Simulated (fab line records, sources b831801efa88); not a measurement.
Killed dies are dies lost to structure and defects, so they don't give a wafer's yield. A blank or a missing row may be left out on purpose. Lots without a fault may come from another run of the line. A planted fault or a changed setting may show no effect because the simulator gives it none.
Which tool did it? | flow sky130 | 12 lots, 36 wafers sampled, at 5 steps of a route of 708

WHAT THE GAUGES READ, wafer by wafer
SKY_METAL4_CD_MEAS_13: target cd 300 nm.
lot  | measured     | on        | cd_nm (nm)
L632 | day 41 18:05 | cd_sem-01 | 299.5 299.5 299.4
L634 | day 42 08:53 | cd_sem-01 | 299.0 298.3 297.5
L637 | day 43 00:50 | cd_sem-02 | 301.3 303.1 302.0
L638 | day 43 04:35 | cd_sem-02 | 301.7 301.3 301.1
L640 | day 43 23:50 | cd_sem-02 | 298.5 298.4 297.7
L645 | day 45 08:52 | cd_sem-01 | 299.6 299.1 299.9
L651 | day 46 21:46 | cd_sem-01 | 299.7 301.5 299.4
L653 | day 46 23:17 | cd_sem-02 | 297.5 298.9 299.9
L654 | day 47 07:08 | cd_sem-02 | 300.0 300.4 300.5
L655 | day 47 09:29 | cd_sem-02 | 298.9 298.2 299.9

SKY_VIA4_RS_MEAS_19: measures by four-point-probe.
lot  | measured     | on            | VIA4_W_RS (ohm/sq)
L632 | day 42 19:37 | film_metro-01 | 0.2302 0.2233 0.2288
L634 | day 43 10:17 | film_metro-02 | 0.2283 0.2251 0.2293
L637 | day 44 02:22 | film_metro-02 | 0.2236 0.2253 0.2242
L638 | day 44 06:32 | film_metro-01 | 0.2280 0.2299 0.2307
L640 | day 45 00:17 | film_metro-01 | 0.2294 0.2275 0.2260
L645 | day 46 08:23 | film_metro-04 | 0.2287 0.2294 0.2275
L651 | day 47 19:34 | film_metro-01 | 0.2253 0.2280 0.2277
L653 | day 47 20:34 | film_metro-02 | 0.2273 0.2268 0.2282
L654 | day 48 05:00 | film_metro-01 | 0.2285 0.2309 0.2297
L655 | day 48 06:49 | film_metro-01 | 0.2315 0.2254 0.2307

SKY_METAL5_THK_MEAS_06: measures by xrf.
lot  | measured     | on            | METAL5_ALCU_THK (nm)
L632 | day 42 20:28 | film_metro-03 | 1148 1160 1160
L634 | day 43 11:10 | film_metro-04 | 1157 1144 1145
L637 | day 44 03:10 | film_metro-04 | 1152 1145 1162
L638 | day 44 07:17 | film_metro-01 | 1169 1163 1159
L640 | day 45 01:04 | film_metro-03 | 1156 1150 1166
L645 | day 46 09:24 | film_metro-03 | 1160 1153 1151
L651 | day 47 20:19 | film_metro-03 | 1156 1158 1154
L653 | day 47 21:20 | film_metro-04 | 1155 1147 1158
L654 | day 48 05:46 | film_metro-01 | 1168 1164 1181
L655 | day 48 07:35 | film_metro-03 | 1162 1166 1158

WHICH TOOL RAN EACH LOT (tool, then ch and the chambers of the sampled wafers, then the start)
lot  | SKY_CONTACT_ETCH_18                | SKY_CONTACT_STRIP_19
L632 | rie_diel-01 ch 1,2,3, day 31 12:00 | plasma_asher-04 ch 0,1, day 31 12:22
L634 | rie_diel-04 ch 0,2,3, day 32 10:00 | plasma_asher-03 ch 0,1, day 32 10:07
L637 | rie_diel-01 ch 0,1,3, day 33 01:00 | plasma_asher-03 ch 0, day 33 02:02
L638 | rie_diel-01 ch 2,3, day 33 07:00   | plasma_asher-04 ch 0,1, day 33 07:43
L640 | rie_diel-01 ch 0,2,3, day 34 04:00 | plasma_asher-02 ch 0,1, day 34 04:28
L641 | rie_diel-01 ch 0,1,2, day 34 08:00 | plasma_asher-03 ch 0,1, day 34 08:20
L642 | rie_diel-04 ch 0,1,2, day 34 19:00 | plasma_asher-02 ch 0,1, day 34 19:26
L645 | rie_diel-01 ch 1,2,3, day 35 18:00 | plasma_asher-03 ch 0,1, day 35 18:41
L651 | rie_diel-01 ch 1,2,3, day 37 17:00 | plasma_asher-04 ch 0,1, day 37 17:05
L653 | rie_diel-03 ch 0,1,3, day 37 20:00 | plasma_asher-02 ch 0,1, day 37 20:16
L654 | rie_diel-01 ch 0,3, day 38 04:00   | plasma_asher-02 ch 0,1, day 38 04:53
L655 | rie_diel-01 ch 2,3, day 38 11:00   | plasma_asher-03 ch 0,1, day 38 11:07
- SKY_CONTACT_ETCH_18: etches Si3N4 in CHF3/O2, stops on TiN, time 39 s, target depth 75 nm.
- SKY_CONTACT_STRIP_19: strips in O2/N2.

WHAT THE TOOLS THEMSELVES READ (means of the sampled wafers that have a number; where no wafer has one, the mark that the record gives instead)
SKY_CONTACT_ETCH_18.
lot  | tool        | O2_flow_sccm (sccm) | bias_w (W) | drypump_motor_current_A (A) | oes_product_au (a.u.) | rf_fwd_power_W (W) | throttle_valve_pct (%)
L632 | rie_diel-01 | 4.988               | 200.0      | 5.7                         | 0.856                 | 594.3              | 8.789
L634 | rie_diel-04 | 5.003               | 199.5      | 5.6                         | 0.854                 | 593.0              | 8.793
L637 | rie_diel-01 | 4.982               | 199.8      | 5.9                         | 0.864                 | 592.7              | 8.792
L638 | rie_diel-01 | 4.990               | 200.7      | 5.8                         | 0.856                 | 591.8              | 8.798
L640 | rie_diel-01 | 4.994               | 200.0      | 6.0                         | 0.854                 | 593.0              | 8.792
L641 | rie_diel-01 | -                   | -          | -                           | -                     | -                  | -
L642 | rie_diel-04 | -                   | -          | -                           | -                     | -                  | -
L645 | rie_diel-01 | 5.004               | 199.5      | 5.7                         | 0.857                 | 593.1              | 8.785
L651 | rie_diel-01 | 5.005               | 199.8      | 5.7                         | 0.854                 | 593.0              | 8.794
L653 | rie_diel-03 | 4.993               | 201.1      | 5.8                         | 0.853                 | 593.7              | 8.798
L654 | rie_diel-01 | 4.994               | 199.7      | 6.1                         | 0.853                 | 592.6              | 8.790
L655 | rie_diel-01 | 5.014               | 200.1      | 5.8                         | 0.852                 | 594.0              | 8.788

SKY_CONTACT_STRIP_19.
lot  | tool            | drypump_motor_current_A (A) | oes_product_au (a.u.) | strip_time_to_endpoint_s (s)
L632 | plasma_asher-04 | 5.4                         | 0.382                 | 3.62
L634 | plasma_asher-03 | 5.4                         | 0.380                 | 3.60
L637 | plasma_asher-03 | 6.1                         | 0.382                 | 3.65
L638 | plasma_asher-04 | 5.3                         | 0.382                 | 3.59
L640 | plasma_asher-02 | 4.8                         | 0.382                 | 3.57
L641 | plasma_asher-03 | 5.4                         | 0.423                 | 4.50
L642 | plasma_asher-02 | 4.8                         | 0.416                 | 4.50
L645 | plasma_asher-03 | 5.4                         | 0.381                 | 3.62
L651 | plasma_asher-04 | 5.4                         | 0.381                 | 3.59
L653 | plasma_asher-02 | 4.9                         | 0.380                 | 3.62
L654 | plasma_asher-02 | 4.8                         | 0.375                 | 3.57
L655 | plasma_asher-03 | 5.4                         | 0.382                 | 3.63

THE ANSWER, worked out from the rows above alone
Rule: what is usual is taken from the lots themselves. Put in order of their means at a reading, lots are off if they are a third of the lots or fewer, leave a main group of 4 or more, and stand apart from it by a gap of 3 or more times the standard deviation of the main group's means; of several such gaps the widest counts. A main group whose means are all the same, to the digits that the tables above print for the reading, isn't used. A lot without any number at a reading at which 4 lots or more have one is off too. The other lots that the step has rows for count as sound. The gauges are gone through in route order, then the tools' own readings, and for those a lot's mean is taken as printed above. The first step at which some lot is off is used, and at that step the reading that is off furthest; a lot without a number counts as furthest.
Off: L641, L642, at SKY_CONTACT_ETCH_18 (O2_flow_sccm). Without a number there: L641, L642. The main group: mean 4.997 sccm, standard deviation 0.0091.
A tool fits if, at that step or a process step before it, it ran every lot that is off, and no sound lot after the first of them. None of those tried fits.

WHAT THE SIMULATOR HAD PUT IN
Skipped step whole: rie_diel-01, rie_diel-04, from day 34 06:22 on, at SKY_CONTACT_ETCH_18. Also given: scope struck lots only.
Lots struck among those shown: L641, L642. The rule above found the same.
